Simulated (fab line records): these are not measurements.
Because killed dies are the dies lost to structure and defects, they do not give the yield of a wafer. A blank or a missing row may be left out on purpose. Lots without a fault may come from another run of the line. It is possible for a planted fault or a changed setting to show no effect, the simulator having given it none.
Chamber matching ; flow gf180mcu ; 3 sister chambers for GF_V2_CVD_02 on pecvd-01
The step deposits SiO2 from TEOS, target thk 850 nm, time 94.851 s. 6 wafers are shown with their chamber, then 12 later ones without.

## WAFERS, EACH WITH ITS CHAMBER
wafer;chamber;heaterPowerW (W)
L081.6;1;636
L084.5;2;574
L084.6;0;523
L088.1;2;621
L088.3;0;453
L088.4;1;504

## WAFERS MISSING THEIR CHAMBER
wafer;heaterPowerW (W)
L090.2;630
L090.3;530
L090.4;546
L091.2;574
L091.4;545
L091.5;645
L093.1;648
L093.2;620
L093.5;507
L097.2;605
L097.4;649
L097.5;438

## WHICH CHAMBER EACH WENT THROUGH
wafer;from the rows above;in truth
L090.2;can't be placed: 2 or 1 or 0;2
L090.3;can't be placed: 1 or 0 or 2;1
L090.4;can't be placed: 1 or 2 or 0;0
L091.2;can't be placed: 1 or 2 or 0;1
L091.4;can't be placed: 1 or 2 or 0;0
L091.5;can't be placed: 2 or 1 or 0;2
L093.1;can't be placed: 2 or 1 or 0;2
L093.2;can't be placed: 2 or 1 or 0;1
L093.5;can't be placed: 0 or 1 or 2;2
L097.2;can't be placed: 2 or 1 or 0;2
L097.4;can't be placed: 2 or 1 or 0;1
L097.5;can't be placed: 0 or 1 or 2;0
0 of 12 placed correctly. These rows do not allow placing 12 (true chamber among the candidates in 12). 0 placed wrongly.
How it was worked out, from the rows above alone: a wafer's distance from a chamber is the root of the sum, over the readings, of the square of ((its reading less the chamber's mean) divided by the reading's scatter). If the next closest chamber is less than 2 further off than the closest, the wafer can't be placed; otherwise it belongs to the closest. Each chamber's mean is taken over the wafers shown for it. How the scatter is found: for the shown wafers, subtract from each reading the mean of its chamber, square and add these, divide the total by (wafers less chambers), then take the root.
